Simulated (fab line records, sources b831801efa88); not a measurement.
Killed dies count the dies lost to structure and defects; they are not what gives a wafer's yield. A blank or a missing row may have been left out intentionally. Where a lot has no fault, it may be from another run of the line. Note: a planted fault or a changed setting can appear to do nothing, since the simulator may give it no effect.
Which tool is to blame? | flow gf180mcu | 39 wafers from 13 lots sampled at 4 of the route's 602 steps

== WHAT THE GAUGES READ, wafer by wafer ==
GF_M1_RS_MEAS_05: measures by four-point-probe.
lot  | measured     | on            | M1_ALCU_RS (ohm/sq)
L466 | day 15 19:47 | film metro-04 | 0.0696 0.0688 0.0680
L469 | day 17 11:59 | film metro-04 | 0.0697 0.0702 0.0695
L471 | day 18 05:27 | film metro-01 | 0.0705 0.0699 0.0695
L479 | day 21 01:31 | film metro-04 | 0.0692 0.0697 0.0697
L480 | day 21 07:11 | film metro-04 | 0.0690 0.0686 0.0686
L481 | day 21 16:46 | film metro-03 | 0.0695 0.0691 0.0701
L482 | day 22 04:03 | film metro-04 | 0.0684 0.0688 0.0678
L483 | day 22 10:24 | film metro-01 | 0.0709 0.0697 0.0693
L484 | day 22 21:18 | film metro-03 | 0.0695 0.0680 0.0685
L485 | day 22 23:42 | film metro-03 | 0.0696 0.0692 0.0697
L486 | day 23 13:26 | film metro-03 | 0.0696 0.0690 0.0690
L488 | day 24 00:38 | film metro-03 | 0.0695 0.0681 0.0693
L489 | day 24 02:58 | film metro-03 | 0.0691 0.0696 0.0686

GF_V1_THK_MEAS_03.
lot  | measured     | on            | V1_CVD_02_THK (nm)
L466 | day 16 19:16 | film metro-01 | 821 854 841
L469 | day 18 12:14 | film metro-02 | 849 851 865
L471 | day 19 06:55 | film metro-02 | 840 867 866
L479 | day 22 02:28 | film metro-04 | 840 847 844
L480 | day 22 07:34 | film metro-04 | 849 858 847
L481 | day 22 17:38 | film metro-02 | 840 841 854
L482 | day 23 04:08 | film metro-02 | 841 862 863
L483 | day 23 10:25 | film metro-04 | 843 841 856
L484 | day 23 21:04 | film metro-01 | 846 841 848
L485 | day 24 00:15 | film metro-02 | 849 834 851
L486 | day 24 12:24 | film metro-02 | 852 857 870
L488 | day 24 23:55 | film metro-04 | 835 859 865
L489 | day 25 02:10 | film metro-01 | 840 844 873

== WHAT TOOL EACH LOT RAN ON (gives the tool, then ch and the chambers of the sampled wafers, and finally the start) ==
lot  | GF_CONTACT_SPUTTER_22        | GF_M1_STRIP_17
L466 | pvd sputter-02, day 15 18:52 | plasma asher-02 ch 1, day 16 18:31
L469 | pvd sputter-01, day 17 11:03 | plasma asher-04 ch 0,1, day 18 11:30
L471 | pvd sputter-02, day 18 04:24 | plasma asher-01 ch 0,1, day 19 06:12
L479 | pvd sputter-02, day 21 00:35 | plasma asher-01 ch 0,1, day 22 01:44
L480 | pvd sputter-02, day 21 06:17 | plasma asher-02 ch 0,1, day 22 06:48
L481 | pvd sputter-04, day 21 15:52 | plasma asher-01 ch 0,1, day 22 16:51
L482 | pvd sputter-02, day 22 03:07 | plasma asher-02 ch 0,1, day 23 03:23
L483 | pvd sputter-02, day 22 09:30 | plasma asher-04 ch 0,1, day 23 09:38
L484 | pvd sputter-02, day 22 20:24 | plasma asher-04 ch 0,1, day 23 20:18
L485 | pvd sputter-02, day 22 22:48 | plasma asher-04 ch 0, day 23 23:28
L486 | pvd sputter-02, day 23 12:32 | plasma asher-01 ch 0, day 24 11:32
L488 | pvd sputter-02, day 23 23:44 | plasma asher-02 ch 0,1, day 24 23:03
L489 | pvd sputter-01, day 24 02:03 | plasma asher-01 ch 0,1, day 25 01:18
- GF_CONTACT_SPUTTER_22: material Ti, target thk 15 nm, time 80.02 s.
- GF_M1_STRIP_17: strips in O2/N2.

== AS READ BY THE TOOLS THEMSELVES (means over the sampled wafers that have a number; for cases with no such wafer, the mark the record gives instead) ==
GF_CONTACT_SPUTTER_22.
lot  | tool           | throttle valve pct (%)
L466 | pvd sputter-02 | 29.3
L469 | pvd sputter-01 | 28.5
L471 | pvd sputter-02 | 30.0
L479 | pvd sputter-02 | 29.7
L480 | pvd sputter-02 | 30.0
L481 | pvd sputter-04 | 29.6
L482 | pvd sputter-02 | 30.2
L483 | pvd sputter-02 | 30.0
L484 | pvd sputter-02 | 29.0
L485 | pvd sputter-02 | 28.7
L486 | pvd sputter-02 | 29.2
L488 | pvd sputter-02 | 29.5
L489 | pvd sputter-01 | 29.4

GF_M1_STRIP_17.
lot  | tool            | chamber pressure mTorr (mTorr) | drypump motor current A (A) | heater power w (W) | oes product au (a.u.) | strip time to endpoint s (s)
L466 | plasma asher-02 | 1500.2                         | 6.4                         | 355                | 0.558                 | 7.92
L469 | plasma asher-04 | 1499.8                         | 5.2                         | 307                | 0.560                 | 7.88
L471 | plasma asher-01 | 1498.1                         | 5.9                         | 323                | 0.557                 | 7.89
L479 | plasma asher-01 | 1499.8                         | 5.8                         | 336                | 0.556                 | 7.81
L480 | plasma asher-02 | -                              | -                           | -                  | -                     | -
L481 | plasma asher-01 | -                              | -                           | -                  | -                     | -
L482 | plasma asher-02 | 1498.8                         | 6.0                         | 320                | 0.561                 | 7.90
L483 | plasma asher-04 | 1499.7                         | 5.2                         | 308                | 0.559                 | 7.91
L484 | plasma asher-04 | 1499.8                         | 5.2                         | 306                | 0.562                 | 7.93
L485 | plasma asher-04 | 1500.6                         | 5.2                         | 309                | 0.561                 | 7.86
L486 | plasma asher-01 | 1500.0                         | 5.5                         | 357                | 0.559                 | 7.85
L488 | plasma asher-02 | 1500.1                         | 6.1                         | 319                | 0.556                 | 7.87
L489 | plasma asher-01 | 1500.6                         | 5.8                         | 338                | 0.557                 | 7.83

== THE ANSWER, worked out from the rows above alone ==
Rule: the lots themselves supply what counts as usual. The widest of any qualifying gaps counts: lots, ordered by their means at a reading, are off when they make up no more than a third of the lots, leave a main group of 4 or more, and stand apart from it by 3 or more times the standard deviation of that group's means. A main group is skipped when, at the precision printed for the reading in the tables above, its means are all equal. A lot without any number at a reading at which 4 lots or more have one is off too. Any other lot the step has rows for is counted as sound. The gauges are gone through in route order, then the tools' own readings, and for those a lot's mean is taken as printed above. The first step at which some lot is off is used, and at that step the reading that is off furthest; a lot without a number counts as furthest.
Off, at GF_M1_STRIP_17 on chamber pressure mTorr: L480, L481. Without a number there: L480, L481. The main group: mean 1499.8 mTorr, standard deviation 0.7.
A tool fits if, at that step or a process step before it, it ran every lot that is off, and no sound lot after the first of them. No candidate that was tried fits.

== WHAT THE SIMULATOR PUT IN ==
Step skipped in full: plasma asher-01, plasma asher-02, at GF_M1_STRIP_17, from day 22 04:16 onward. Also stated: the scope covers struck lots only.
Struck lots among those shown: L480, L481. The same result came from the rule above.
